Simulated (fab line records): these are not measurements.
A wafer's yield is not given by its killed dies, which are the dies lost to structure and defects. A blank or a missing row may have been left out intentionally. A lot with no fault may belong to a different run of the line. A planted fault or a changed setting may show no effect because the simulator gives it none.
The tool behind it: which one? -- flow sky130 -- 13 lots with 39 wafers sampled at 2 steps, on a route of 708 steps

## WHAT THE GAUGES SHOWED, per wafer
SKY_CONTACT_THK_MEAS_03. Usual: CONTACT_HDPCVD_THK gives 565 nm (standard deviation 5.2).
lot,measured,on,CONTACT_HDPCVD_THK (nm),flag
L502,day 30 09:48,film_metro-03,561 564 560,
L503,day 30 12:25,film_metro-02,563 560 562,
L504,day 31 15:19,film_metro-01,554 568 560,
L505,day 31 15:58,film_metro-03,565 567 563,
L506,day 31 16:31,film_metro-01,568 568 571,
L507,day 32 03:35,film_metro-01,563 562 561,
L508,day 32 11:24,film_metro-02,569 564 565,
L509,day 32 23:25,film_metro-03,555 560 563,
L511,day 33 15:38,film_metro-02,571 571 573,
L512,day 34 01:48,film_metro-02,567 560 563,
L518,day 35 20:01,film_metro-01,560 566 557,
L519,day 36 02:16,film_metro-02,571 572 565,
L522,day 36 20:11,film_metro-01,569 571 560,

SKY_CONTACT_RS_MEAS_25: measurement is done with a four-point probe. Usual: CONTACT_W_RS gives 0.339 ohm/sq (standard deviation 0.0035).
lot,measured,on,CONTACT_W_RS (ohm/sq),flag
L502,day 31 15:32,film_metro-03,0.341 0.339 0.336,
L503,day 31 17:37,film_metro-01,0.349 0.348 0.347,
L504,day 32 19:46,film_metro-03,0.342 0.337 0.338,
L505,day 32 20:11,film_metro-01,0.338 0.340 0.339,
L506,day 32 21:01,film_metro-03,0.344 0.341 0.344,
L507,day 33 07:58,film_metro-01,0.338 0.335 0.334,
L508,day 33 15:32,film_metro-03,0.340 0.338 0.340,
L509,day 34 03:39,film_metro-03,0.338 0.342 0.340,
L511,day 34 19:32,film_metro-02,0.339 0.341 0.340,
L512,day 35 05:35,film_metro-03,0.340 0.336 0.341,
L518,day 36 23:37,film_metro-01,0.343 0.345 0.339,
L519,day 37 05:01,film_metro-01,0.337 0.335 0.336,
L522,day 37 23:22,film_metro-02,0.334 0.338 0.342,

## EACH LOT AND THE TOOL THAT RAN IT (in order: tool; ch and the chambers of the sampled wafers; start)
Before these readings, the record contains no process step.

## WHAT THE TOOLS THEMSELVES READ (means of the sampled wafers that have a number; where no wafer has one, the mark that the record gives instead)
The record holds no such reading with a usual standard deviation.

## THE ANSWER, worked out from the rows above alone
Rule: lot off if the mean of its wafers having a number is beyond 3 standard deviations from the usual mean. A lot without any number at a reading at which 4 lots or more have one is off too. Any other lot the step has rows for is counted as sound. The gauges are gone through in route order, then the tools' own readings, and for those a lot's mean is taken as printed above. At the first step where some lot is off, the reading lying furthest off is the one used; lots without a number count as furthest.
No lot is off at any reading shown: from this, nothing can be told.

## WHAT THE SIMULATOR HAD PUT IN
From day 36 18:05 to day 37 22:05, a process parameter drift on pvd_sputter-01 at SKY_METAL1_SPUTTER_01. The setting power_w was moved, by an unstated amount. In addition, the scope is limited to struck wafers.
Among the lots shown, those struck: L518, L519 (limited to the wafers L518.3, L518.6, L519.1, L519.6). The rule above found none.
